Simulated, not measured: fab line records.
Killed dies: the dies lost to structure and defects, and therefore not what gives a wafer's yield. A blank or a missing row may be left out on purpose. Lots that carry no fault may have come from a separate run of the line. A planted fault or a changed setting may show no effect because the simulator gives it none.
Which of the tools did it? :: flow gf180mcu :: 36 wafers from 12 lots sampled at 3 of the route's 602 steps

== WHAT EACH GAUGE READ, for each wafer ==
GF_V3_THK_MEAS_25: measures by xrf. Usual: V3_W_THK gives 362 nm (standard deviation 7.1).
lot: L511
measured: day 23 01:43
on: film_metro-04
V3_W_THK (nm): 360 357 360
flag: 

lot: L512
measured: day 23 09:29
on: film_metro-01
V3_W_THK (nm): 371 359 372
flag: 

lot: L513
measured: day 23 19:42
on: film_metro-01
V3_W_THK (nm): 368 363 372
flag: 

lot: L515
measured: day 24 15:52
on: film_metro-04
V3_W_THK (nm): 373 360 372
flag: 

lot: L521
measured: day 26 21:58
on: film_metro-04
V3_W_THK (nm): 362 358 355
flag: 

lot: L523
measured: day 27 04:13
on: film_metro-04
V3_W_THK (nm): 379 362 358
flag: 

lot: L525
measured: day 28 03:14
on: film_metro-02
V3_W_THK (nm): 357 358 356
flag: 

lot: L526
measured: day 28 04:32
on: film_metro-02
V3_W_THK (nm): 359 360 365
flag: 

lot: L528
measured: day 28 15:46
on: film_metro-02
V3_W_THK (nm): 353 365 363
flag: 

lot: L530
measured: day 29 04:47
on: film_metro-02
V3_W_THK (nm): 371 352 362
flag: 

lot: L531
measured: day 29 08:58
on: film_metro-02
V3_W_THK (nm): 354 367 356
flag: 

lot: L532
measured: day 29 19:44
on: film_metro-02
V3_W_THK (nm): 366 349 353
flag: 

GF_M4_CD_MEAS_14: the cd target is 280 nm. Usual: cd_nm reads 280.4 nm (standard deviation 1.5).
lot: L511
measured: day 23 23:58
on: cd_sem-01
cd_nm (nm): 281.5 282.1 280.6
flag: 

lot: L512
measured: day 24 08:34
on: cd_sem-01
cd_nm (nm): 279.7 279.5 281.7
flag: 

lot: L513
measured: day 24 18:09
on: cd_sem-02
cd_nm (nm): 282.7 281.8 283.1
flag: 

lot: L515
measured: day 25 13:52
on: cd_sem-02
cd_nm (nm): 278.2 279.8 279.6
flag: 

lot: L521
measured: day 27 18:52
on: cd_sem-01
cd_nm (nm): 278.3 276.5 278.1
flag: 

lot: L523
measured: day 28 00:35
on: cd_sem-01
cd_nm (nm): 281.6 282.2 280.8
flag: 

lot: L525
measured: day 28 23:02
on: cd_sem-02
cd_nm (nm): 279.4 280.5 279.5
flag: 

lot: L526
measured: day 29 00:23
on: cd_sem-02
cd_nm (nm): 281.8 280.8 282.0
flag: 

lot: L528
measured: day 29 11:05
on: cd_sem-01
cd_nm (nm): 279.5 280.7 280.2
flag: 

lot: L530
measured: day 29 23:53
on: cd_sem-02
cd_nm (nm): 280.8 280.1 281.5
flag: 

lot: L531
measured: day 30 04:08
on: cd_sem-01
cd_nm (nm): 280.3 280.8 280.8
flag: 

lot: L532
measured: day 30 15:01
on: cd_sem-01
cd_nm (nm): 279.1 279.4 279.2
flag: 

== EACH LOT AND THE TOOL THAT RAN IT (in order: tool; ch and the chambers of the sampled wafers; start) ==
lot: L511
GF_V3_SPUTTER_21: pvd_sputter-02, day 23 01:23

lot: L512
GF_V3_SPUTTER_21: pvd_sputter-02, day 23 09:08

lot: L513
GF_V3_SPUTTER_21: pvd_sputter-02, day 23 19:22

lot: L515
GF_V3_SPUTTER_21: pvd_sputter-02, day 24 15:32

lot: L521
GF_V3_SPUTTER_21: pvd_sputter-01, day 26 21:38

lot: L523
GF_V3_SPUTTER_21: pvd_sputter-04, day 27 03:53

lot: L525
GF_V3_SPUTTER_21: pvd_sputter-01, day 28 02:54

lot: L526
GF_V3_SPUTTER_21: pvd_sputter-01, day 28 04:11

lot: L528
GF_V3_SPUTTER_21: pvd_sputter-01, day 28 15:26

lot: L530
GF_V3_SPUTTER_21: pvd_sputter-04, day 29 04:28

lot: L531
GF_V3_SPUTTER_21: pvd_sputter-04, day 29 08:38

lot: L532
GF_V3_SPUTTER_21: pvd_sputter-02, day 29 19:23
- GF_V3_SPUTTER_21: material Ti, target thk 15 nm, time 80.02 s.

== WHAT THE TOOLS THEMSELVES READ (means of the sampled wafers that have a number; where no wafer has one, the mark that the record gives instead) ==
GF_V3_SPUTTER_21. Usual: throttle_valve_pct reads 30.2 % (standard deviation 0.85).
lot: L511
tool: pvd_sputter-02
throttle_valve_pct (%): 30.2
flag: 

lot: L512
tool: pvd_sputter-02
throttle_valve_pct (%): 31.2
flag: 

lot: L513
tool: pvd_sputter-02
throttle_valve_pct (%): 30.1
flag: 

lot: L515
tool: pvd_sputter-02
throttle_valve_pct (%): 30.3
flag: 

lot: L521
tool: pvd_sputter-01
throttle_valve_pct (%): 29.5
flag: 

lot: L523
tool: pvd_sputter-04
throttle_valve_pct (%): 30.0
flag: 

lot: L525
tool: pvd_sputter-01
throttle_valve_pct (%): 29.4
flag: 

lot: L526
tool: pvd_sputter-01
throttle_valve_pct (%): 29.5
flag: 

lot: L528
tool: pvd_sputter-01
throttle_valve_pct (%): 29.5
flag: 

lot: L530
tool: pvd_sputter-04
throttle_valve_pct (%): 30.1
flag: 

lot: L531
tool: pvd_sputter-04
throttle_valve_pct (%): 30.2
flag: 

lot: L532
tool: pvd_sputter-02
throttle_valve_pct (%): 31.5
flag: 

== THE ANSWER, worked out from the rows above alone ==
Rule: a lot is off if the mean of its wafers that have a number lies more than 3 standard deviations from the usual mean. Also off: a lot with no number at a reading for which 4 or more lots have one. The other lots that the step has rows for count as sound. After the gauges, taken in route order, come the tools' own readings; for these a lot's mean is taken, as printed above. The first step at which some lot is off is used, and at that step the reading that is off furthest; a lot without a number counts as furthest.
Across all readings shown, no lot is off: no conclusion can be drawn from this.

== WHAT HAD BEEN PUT IN BY THE SIMULATOR ==
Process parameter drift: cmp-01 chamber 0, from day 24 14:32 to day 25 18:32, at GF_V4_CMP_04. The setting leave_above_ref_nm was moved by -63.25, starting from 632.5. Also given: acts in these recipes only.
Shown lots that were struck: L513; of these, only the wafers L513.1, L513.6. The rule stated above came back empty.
